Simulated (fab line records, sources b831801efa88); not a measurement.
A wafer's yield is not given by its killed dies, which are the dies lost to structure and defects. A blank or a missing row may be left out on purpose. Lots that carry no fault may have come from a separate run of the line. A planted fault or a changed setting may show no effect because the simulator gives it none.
Lot-split experiment | flow sfqLine | 5 lots, 23 wafers read, on a route of 325 steps

== THE SPLIT ==
At SFQ_TRILAYER_M8_LITHO_COAT_193 (resist thk 600 nm), the setting spinRpm was moved away from the recipe's 3000 rpm on 10 of the 23 wafers read, by -7.2% to +5.6%. This setting was run at the recipe's value on the other wafers.

The split's own step is where the reading is taken.

== THE READING ==
KrF_of_TRILAYER_M8_LITHO_COAT_193.thkNm (the simulator's own value, which no gauge read), in nm, at SFQ_TRILAYER_M8_LITHO_COAT_193 (resist thk 600 nm). The file does not state a usual value for it. Here, 13 wafers ran the recipe; their average is 599.8 nm with a standard deviation of 1.2 nm.

wafer  | tool, chamber at the split | spinRpm as run, rpm | against the recipe | KrF_of_TRILAYER_M8_LITHO_COAT_193.thkNm, nm | against lot-mates on the recipe
L078.2 | lithoTrack-01, 0           | 3167                | +5.6%              | 583.2                                       | -17.2
L078.3 | lithoTrack-01, 0           | 3000                | recipe             | 600.6                                       | -
L078.4 | lithoTrack-01, 0           | 3000                | recipe             | 600.2                                       | -
L078.5 | lithoTrack-01, 0           | 3167                | +5.6%              | 584.6                                       | -15.8
L078.6 | lithoTrack-01, 0           | 3167                | +5.6%              | 583.5                                       | -16.9
L079.1 | lithoTrack-02, 0           | 3000                | recipe             | 600.1                                       | -
L079.2 | lithoTrack-02, 0           | 3000                | recipe             | 599.8                                       | -
L079.3 | lithoTrack-02, 0           | 3000                | recipe             | 600.3                                       | -
L081.1 | lithoTrack-03, 0           | 3000                | recipe             | 601.3                                       | -
L081.2 | lithoTrack-03, 0           | 2894                | -3.5%              | 612.1                                       | +11.3
L081.4 | lithoTrack-03, 0           | 3000                | recipe             | 600.4                                       | -
L081.5 | lithoTrack-03, 0           | 2894                | -3.5%              | 612.7                                       | +11.9
L081.6 | lithoTrack-03, 0           | 2894                | -3.5%              | 610.9                                       | +10.1
L083.1 | lithoTrack-03, 0           | 3000                | recipe             | 601.6                                       | -
L083.3 | lithoTrack-03, 0           | 3000                | recipe             | 596.9                                       | -
L083.4 | lithoTrack-03, 0           | 3000                | recipe             | 598.2                                       | -
L083.5 | lithoTrack-03, 0           | 2810                | -6.3%              | 618.1                                       | +19.2
L083.6 | lithoTrack-03, 0           | 2810                | -6.3%              | 618.5                                       | +19.6
L084.1 | lithoTrack-02, 0           | 3000                | recipe             | 599.7                                       | -
L084.2 | lithoTrack-02, 0           | 3000                | recipe             | 599.2                                       | -
L084.6 | lithoTrack-02, 0           | 3000                | recipe             | 599.2                                       | -
L084.3 | lithoTrack-02, 0           | 2783                | -7.2%              | 622.6                                       | +23.2
L084.5 | lithoTrack-02, 0           | 2783                | -7.2%              | 625                                         | +25.6

THE FIT
A straight line over all 23 wafers: KrF_of_TRILAYER_M8_LITHO_COAT_193.thkNm changes by -3.08 nm for each +1% of spinRpm; r = -0.99; the points scatter about the line by 1.3 nm.
The same after taking each lot's own level away (the mean of its wafers on the recipe; 23 wafers): -3.14 nm for each +1%; r = -1.00; scatter 1.1 nm.
Per that fit: largest spinRpm move, reading shift of 23 nm.
The lots' own levels span 598.90 to 600.85 nm, that is 1.6 times the standard deviation above.
The two slopes are in agreement: the lot-to-lot level therefore moves the slope only a little.
Check: +22.8 nm against its lot-mates is what the line predicts for one of the wafers moved furthest among these (-7.2%) when that wafer is left out of the fit. It came out at +23.2 nm against them.

== FILE'S OWN FIT ==
KrF_of_TRILAYER_M8_LITHO_COAT_193.thkNm changes by -3.17 nm for each +1% of spinRpm, r = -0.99.
